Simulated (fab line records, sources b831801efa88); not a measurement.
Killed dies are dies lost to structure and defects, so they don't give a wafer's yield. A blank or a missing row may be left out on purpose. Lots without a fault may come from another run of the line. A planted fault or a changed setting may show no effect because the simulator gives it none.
Which tool did it? | flow gf180mcu | 12 lots, 36 wafers sampled, at 3 steps of a route of 602

WHAT THE GAUGES READ, wafer by wafer
GF_STI_THK_MEAS_30.
lot  | measured    | on            | STI_OXIDATION_02_THK (nm)
L734 | day 2 05:53 | film_metro-04 | 10.01 10.23 9.88
L735 | day 2 12:08 | film_metro-02 | 9.97 9.89 9.98
L736 | day 2 18:52 | film_metro-04 | 9.88 9.92 9.83
L737 | day 3 01:49 | film_metro-04 | 9.97 9.84 9.70
L740 | day 3 14:37 | film_metro-02 | 9.46 9.51 9.37
L743 | day 4 05:34 | film_metro-01 | 9.41 9.70 9.59
L744 | day 4 08:56 | film_metro-04 | 9.95 9.95 9.95
L748 | day 5 05:22 | film_metro-01 | 9.70 9.64 9.66
L750 | day 5 16:16 | film_metro-02 | 9.92 9.83 9.98
L751 | day 5 21:53 | film_metro-04 | 10.08 10.06 10.21
L753 | day 6 07:20 | film_metro-02 | 9.66 9.75 9.86
L756 | day 6 22:55 | film_metro-04 | 9.92 10.16 10.07

GF_VT_IMPLANT_OVL_MEAS_07.
lot  | measured     | on         | VT_IMPLANT_OVL (nm)
L734 | day 5 12:52  | overlay-02 | 0.2 -0.1 0.8
L735 | day 5 19:29  | overlay-02 | 1.4 2.9 2.2
L736 | day 6 04:02  | overlay-01 | 0.9 0.1 1.4
L737 | day 6 12:47  | overlay-01 | 0.7 -0.3 2.1
L740 | day 7 05:23  | overlay-02 | 1.7 1.0 1.9
L743 | day 7 23:20  | overlay-01 | -137.8 -136.4 -137.8
L744 | day 8 02:41  | overlay-02 | -137.7 -137.7 -138.3
L748 | day 9 03:14  | overlay-01 | 0.8 0.5 1.3
L750 | day 9 17:47  | overlay-01 | -0.8 -0.4 0.9
L751 | day 9 23:59  | overlay-01 | -0.9 3.9 0.5
L753 | day 10 11:48 | overlay-01 | -0.5 -1.5 -0.4
L756 | day 11 05:51 | overlay-02 | 2.7 0.7 0.8

WHICH TOOL RAN EACH LOT (tool, then ch and the chambers of the sampled wafers, then the start)
lot  | GF_VT_IMPLANT_EXPOSE_04
L734 | iline_stepper-01 ch 0, day 5 06:27
L735 | iline_stepper-02 ch 0, day 5 12:49
L736 | iline_stepper-01 ch 0, day 5 21:06
L737 | iline_stepper-02 ch 0, day 6 05:38
L740 | iline_stepper-02 ch 0, day 6 21:45
L743 | iline_stepper-01 ch 0, day 7 15:24
L744 | iline_stepper-01 ch 0, day 7 18:59
L748 | iline_stepper-02 ch 0, day 8 18:54
L750 | iline_stepper-02 ch 0, day 9 09:10
L751 | iline_stepper-02 ch 0, day 9 15:32
L753 | iline_stepper-02 ch 0, day 10 03:16
L756 | iline_stepper-02 ch 0, day 10 20:34
- GF_VT_IMPLANT_EXPOSE_04: exposes mask LVPWELL LV AREA, target cd 600 nm.

WHAT THE TOOLS THEMSELVES READ (means of the sampled wafers that have a number; where no wafer has one, the mark that the record gives instead)
GF_VT_IMPLANT_EXPOSE_04.
lot  | tool             | reticle_temp_C (C)
L734 | iline_stepper-01 | 23.08
L735 | iline_stepper-02 | 23.24
L736 | iline_stepper-01 | 22.96
L737 | iline_stepper-02 | 22.90
L740 | iline_stepper-02 | 22.99
L743 | iline_stepper-01 | 23.01
L744 | iline_stepper-01 | 23.03
L748 | iline_stepper-02 | 23.25
L750 | iline_stepper-02 | 22.92
L751 | iline_stepper-02 | 22.91
L753 | iline_stepper-02 | 23.09
L756 | iline_stepper-02 | 22.88

THE ANSWER, worked out from the rows above alone
Rule: what is usual is taken from the lots themselves. Put in order of their means at a reading, lots are off if they are a third of the lots or fewer, leave a main group of 4 or more, and stand apart from it by a gap of 3 or more times the standard deviation of the main group's means; of several such gaps the widest counts. A main group whose means are all the same, to the digits that the tables above print for the reading, isn't used. A lot without any number at a reading at which 4 lots or more have one is off too. The other lots that the step has rows for count as sound. The gauges are gone through in route order, then the tools' own readings, and for those a lot's mean is taken as printed above. The first step at which some lot is off is used, and at that step the reading that is off furthest; a lot without a number counts as furthest.
Off: L743, L744, at GF_VT_IMPLANT_OVL_MEAS_07 (VT_IMPLANT_OVL). The main group: mean 0.8 nm, standard deviation 0.81.
A tool fits if, at a process step before that reading, it ran every lot that is off, and no sound lot after the first of them. The gauges at GF_VT_IMPLANT_OVL_MEAS_07 are tried like those tools. One fits: iline_stepper-01 at GF_VT_IMPLANT_EXPOSE_04. Its last sound lot is L736 (day 5 21:06), its first lot that is off L743 (day 7 15:24): a fault that began between those two fits.

WHAT THE SIMULATOR HAD PUT IN
Scanner matching overlay: iline_stepper-01, from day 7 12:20 on, at GF_VT_IMPLANT_EXPOSE_04. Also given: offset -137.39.
Lots struck among those shown: L743, L744. The rule above found the same.
